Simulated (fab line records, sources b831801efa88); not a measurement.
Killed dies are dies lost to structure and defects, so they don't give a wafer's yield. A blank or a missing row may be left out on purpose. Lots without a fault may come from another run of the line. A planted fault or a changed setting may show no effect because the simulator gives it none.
One fault seen from 2 desks | flow sky130 | each desk has only its own numbers; what lay behind them comes last

THE METROLOGY DESK
What the gauges read, lot by lot, whatever tool the lot ran on: means of the sampled wafers that have a number. A lot is out of limits, marked OUT, if its mean lies more than 4 standard deviations from the usual mean; the brackets give that distance.
Columns: A = CONTACT_W_RS at SKY_CONTACT_RS_MEAS_25, usual 0.334 ohm/sq; B = CONTACT_W_THK at SKY_CONTACT_THK_MEAS_26, usual 351 nm
lot  | first seen here | A     | B
L907 | day 33 21:31    | 0.332 | 351
L912 | day 35 06:49    | 0.335 | 343
L913 | day 36 02:50    | 0.333 | 361
L917 | day 36 13:55    | 0.333 | 346
L924 | day 38 19:35    | 0.335 | 346
L925 | day 39 06:35    | 0.338 | 335
This desk's finding: nothing out of limits on any of the 6 lots.

THE TOOL OWNER'S DESK: pvd_sputter-04
The tool's own readings at SKY_METAL1_SPUTTER_01 (material TiN, target thk 20 nm, time 16.7 s): means of the sampled wafers that have a number, for each lot that ran on this tool. A lot is out of limits, marked OUT, if its mean lies more than 4 standard deviations from the usual mean; the brackets give that distance.
Columns: A = throttle_valve_pct at SKY_METAL1_SPUTTER_01, usual 29.8 %
lot  | first seen here | A
L907 | day 33 21:59    | 28.5
L912 | day 35 07:19    | 29.0
L913 | day 36 03:20    | 29.0
L924 | day 38 20:05    | 28.6
This desk's finding: nothing out of limits on any of the 4 lots.

PUT TOGETHER
The metrology desk saw nothing out of limits.
The tool owner's desk saw nothing out of limits.

WHAT THE SIMULATOR HAD PUT IN
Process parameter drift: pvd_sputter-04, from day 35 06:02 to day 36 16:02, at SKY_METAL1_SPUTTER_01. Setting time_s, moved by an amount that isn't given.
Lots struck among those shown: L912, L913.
